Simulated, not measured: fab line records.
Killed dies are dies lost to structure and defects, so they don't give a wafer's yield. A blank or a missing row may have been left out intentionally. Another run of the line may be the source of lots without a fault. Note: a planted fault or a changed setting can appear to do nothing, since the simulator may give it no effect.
What tool caused it? + flow gf180mcu + 12 lots with 36 wafers sampled at 5 steps, on a route of 602 steps

== WHAT EACH GAUGE READ, for each wafer ==
GF_VT_IMPLANT_RS_MEAS_49: measures by four-point-probe. Usual: MVPSD_RS typically reads 1168 ohm/sq, with standard deviation 3.2.
| lot  | measured     | on            | MVPSD_RS (ohm/sq) | flag |
|------|--------------|---------------|-------------------|------|
| L248 | day 9 17:48  | film-metro-03 | 1166 1166 1166    |      |
| L250 | day 10 00:44 | film-metro-02 | 1168 1171 1172    |      |
| L251 | day 10 21:20 | film-metro-04 | 1161 1161 1162    |      |
| L254 | day 11 11:05 | film-metro-02 | 1162 1168 1166    |      |
| L256 | day 12 02:16 | film-metro-02 | 1164 1168 1167    |      |
| L255 | day 12 05:40 | film-metro-04 | 1166 1171 1171    |      |
| L258 | day 12 10:38 | film-metro-02 | 1169 1170 1169    |      |
| L257 | day 12 11:34 | film-metro-02 | 1162 1165 1164    |      |
| L261 | day 13 03:04 | film-metro-04 | 1170 1170 1170    |      |
| L260 | day 13 05:14 | film-metro-03 | 1171 1167 1166    |      |
| L262 | day 13 14:23 | film-metro-04 | 1168 1171 1165    |      |
| L263 | day 13 17:53 | film-metro-02 | 1168 1166 1165    |      |

GF_HV_LDD_OVL_MEAS_20. Usual: HV_LDD_01_OVL typically reads -0.4 nm, with standard deviation 1.2.
| lot  | measured     | on         | HV_LDD_01_OVL (nm) | flag |
|------|--------------|------------|--------------------|------|
| L248 | day 13 04:46 | overlay-02 | 0.6 -1.1 -0.6      |      |
| L250 | day 13 13:27 | overlay-02 | -0.9 1.0 -0.2      |      |
| L251 | day 14 12:57 | overlay-02 | 2.3 0.5 1.2        |      |
| L254 | day 15 01:41 | overlay-02 | -1.5 -0.5 -1.6     |      |
| L256 | day 15 21:17 | overlay-01 | -2.9 -4.7 -2.1     |      |
| L255 | day 16 01:01 | overlay-02 | -0.1 1.6 0.6       |      |
| L258 | day 16 07:50 | overlay-02 | -1.5 -1.1 -1.2     |      |
| L257 | day 16 08:57 | overlay-02 | -0.2 0.1 -0.2      |      |
| L261 | day 16 23:02 | overlay-01 | -1.6 -0.5 -0.2     |      |
| L260 | day 17 04:36 | overlay-01 | -0.2 -0.7 -0.5     |      |
| L262 | day 17 11:39 | overlay-02 | -1.3 -0.9 -1.8     |      |
| L263 | day 17 16:56 | overlay-02 | -0.5 0.5 -1.2      |      |

GF_HV_LDD_TW_MEAS_38. Usual: HV_LDD_3_TW typically reads 1432, with standard deviation 8.9.
| lot  | measured     | on            | HV_LDD_3_TW    | flag |
|------|--------------|---------------|----------------|------|
| L248 | day 14 01:36 | film-metro-04 | 1440 1443 1431 |      |
| L250 | day 14 11:08 | film-metro-02 | 1416 1425 1411 |      |
| L251 | day 15 11:08 | film-metro-04 | 1432 1434 1436 |      |
| L254 | day 16 00:19 | film-metro-04 | 1443 1446 1445 |      |
| L256 | day 16 20:19 | film-metro-04 | 1441 1442 1438 |      |
| L255 | day 17 00:44 | film-metro-04 | 1443 1438 1444 |      |
| L258 | day 17 07:23 | film-metro-04 | 1442 1433 1437 |      |
| L257 | day 17 08:28 | film-metro-03 | 1439 1435 1441 |      |
| L261 | day 17 22:43 | film-metro-04 | 1439 1438 1443 |      |
| L260 | day 18 04:34 | film-metro-02 | 1422 1421 1420 |      |
| L262 | day 18 12:05 | film-metro-02 | 1420 1424 1418 |      |
| L263 | day 18 17:23 | film-metro-03 | 1434 1431 1435 |      |

GF_HV_LDD_THK_MEAS_57. Usual: HV_LDD_CVD_56_THK typically reads 90.5 nm, with standard deviation 1.1.
| lot  | measured     | on            | HV_LDD_CVD_56_THK (nm) | flag |
|------|--------------|---------------|------------------------|------|
| L248 | day 15 01:59 | film-metro-03 | 69.5 69.0 70.4         | OFF  |
| L250 | day 15 10:19 | film-metro-04 | 72.1 81.7 83.7         | OFF  |
| L251 | day 16 13:00 | film-metro-04 | 90.4 91.9 91.2         |      |
| L254 | day 17 02:05 | film-metro-04 | 92.0 92.7 92.1         |      |
| L256 | day 17 22:20 | film-metro-04 | 89.7 89.2 89.6         |      |
| L255 | day 18 03:25 | film-metro-03 | 90.0 89.9 89.8         |      |
| L258 | day 18 09:58 | film-metro-02 | 92.5 92.1 93.5         |      |
| L257 | day 18 11:23 | film-metro-04 | 91.4 91.3 90.9         |      |
| L261 | day 19 00:29 | film-metro-02 | 89.1 88.4 89.2         |      |
| L260 | day 19 06:59 | film-metro-04 | 91.0 90.6 90.1         |      |
| L262 | day 19 15:32 | film-metro-04 | 90.7 91.4 90.5         |      |
| L263 | day 19 21:21 | film-metro-02 | 89.7 90.0 90.0         |      |

== WHICH TOOL RAN EACH LOT (tool, then ch and the chambers of the sampled wafers, then the start) ==
| lot  | GF_HV_LDD_CVD_56            |
|------|-----------------------------|
| L248 | lpcvd-02 ch 1, day 15 00:33 |
| L250 | lpcvd-02 ch 1, day 15 08:53 |
| L251 | lpcvd-01 ch 0, day 16 10:52 |
| L254 | lpcvd-01 ch 0, day 17 00:40 |
| L256 | lpcvd-02 ch 0, day 17 20:55 |
| L255 | lpcvd-02 ch 1, day 18 01:58 |
| L258 | lpcvd-01 ch 0, day 18 08:31 |
| L257 | lpcvd-01 ch 0, day 18 09:57 |
| L261 | lpcvd-02 ch 0, day 18 23:04 |
| L260 | lpcvd-01 ch 0, day 19 05:34 |
| L262 | lpcvd-02 ch 1, day 19 14:06 |
| L263 | lpcvd-02 ch 1, day 19 19:55 |
- GF_HV_LDD_CVD_56: deposits Si3N4 from DCS/NH3, target thk 90 nm, time 1543 s.

== WHAT THE TOOLS THEMSELVES READ (means of the sampled wafers that have a number; where no wafer has one, the mark that the record gives instead) ==
GF_HV_LDD_CVD_56. Usual: spike-tc-centre-C 770.9 C, standard deviation 1.3; spike-tc-lower-C 770.7 C, standard deviation 1.4; zone-power-centre-pct 13.7 %, standard deviation 0.48; zone-power-lower-pct 14.0 %, standard deviation 1; zone-power-upper-pct 13.1 %, standard deviation 0.65.
| lot  | tool     | spike-tc-centre-C (C) | spike-tc-lower-C (C) | zone-power-centre-pct (%) | zone-power-lower-pct (%) | zone-power-upper-pct (%) | flag |
|------|----------|-----------------------|----------------------|---------------------------|--------------------------|--------------------------|------|
| L248 | lpcvd-02 | 734.7                 | 776.2                | 4.0                       | 18.7                     | 17.2                     | OFF  |
| L250 | lpcvd-02 | 734.7                 | 776.8                | 4.0                       | 18.6                     | 17.3                     | OFF  |
| L251 | lpcvd-01 | 772.0                 | 770.0                | 13.5                      | 15.1                     | 13.7                     |      |
| L254 | lpcvd-01 | 771.3                 | 770.3                | 13.7                      | 15.1                     | 13.6                     |      |
| L256 | lpcvd-02 | 770.0                 | 770.5                | 14.0                      | 13.3                     | 12.2                     |      |
| L255 | lpcvd-02 | 770.3                 | 772.1                | 13.5                      | 13.5                     | 12.6                     |      |
| L258 | lpcvd-01 | 772.9                 | 770.5                | 13.4                      | 15.2                     | 13.7                     |      |
| L257 | lpcvd-01 | 772.0                 | 770.6                | 13.4                      | 15.0                     | 13.7                     |      |
| L261 | lpcvd-02 | 769.8                 | 770.4                | 13.9                      | 13.2                     | 12.2                     |      |
| L260 | lpcvd-01 | 771.7                 | 769.7                | 13.5                      | 15.2                     | 13.7                     |      |
| L262 | lpcvd-02 | 770.3                 | 772.8                | 13.3                      | 13.5                     | 12.6                     |      |
| L263 | lpcvd-02 | 771.0                 | 772.1                | 13.4                      | 13.6                     | 12.5                     |      |

== THE ANSWER, worked out from the rows above alone ==
Rule: a lot is off if the mean of its wafers that have a number lies more than 3 standard deviations from the usual mean. Also off: a lot with no number at a reading for which 4 or more lots have one. All remaining lots with rows at the step are treated as sound. After the gauges, taken in route order, come the tools' own readings; for these a lot's mean is taken, as printed above. At the first step where some lot is off, the reading lying furthest off is the one used; lots without a number count as furthest.
Off: L248, L250, seen at GF_HV_LDD_THK_MEAS_57 (HV_LDD_CVD_56_THK).
A tool fits if, at a process step before that reading, it ran every lot that is off, and no sound lot after the first of them. The gauges at GF_HV_LDD_THK_MEAS_57 aren't tried: what is off there is off at GF_HV_LDD_CVD_56 too, on other tools, and a gauge's error can't cause that. None of those tried fits.

== WHAT HAD BEEN PUT IN BY THE SIMULATOR ==
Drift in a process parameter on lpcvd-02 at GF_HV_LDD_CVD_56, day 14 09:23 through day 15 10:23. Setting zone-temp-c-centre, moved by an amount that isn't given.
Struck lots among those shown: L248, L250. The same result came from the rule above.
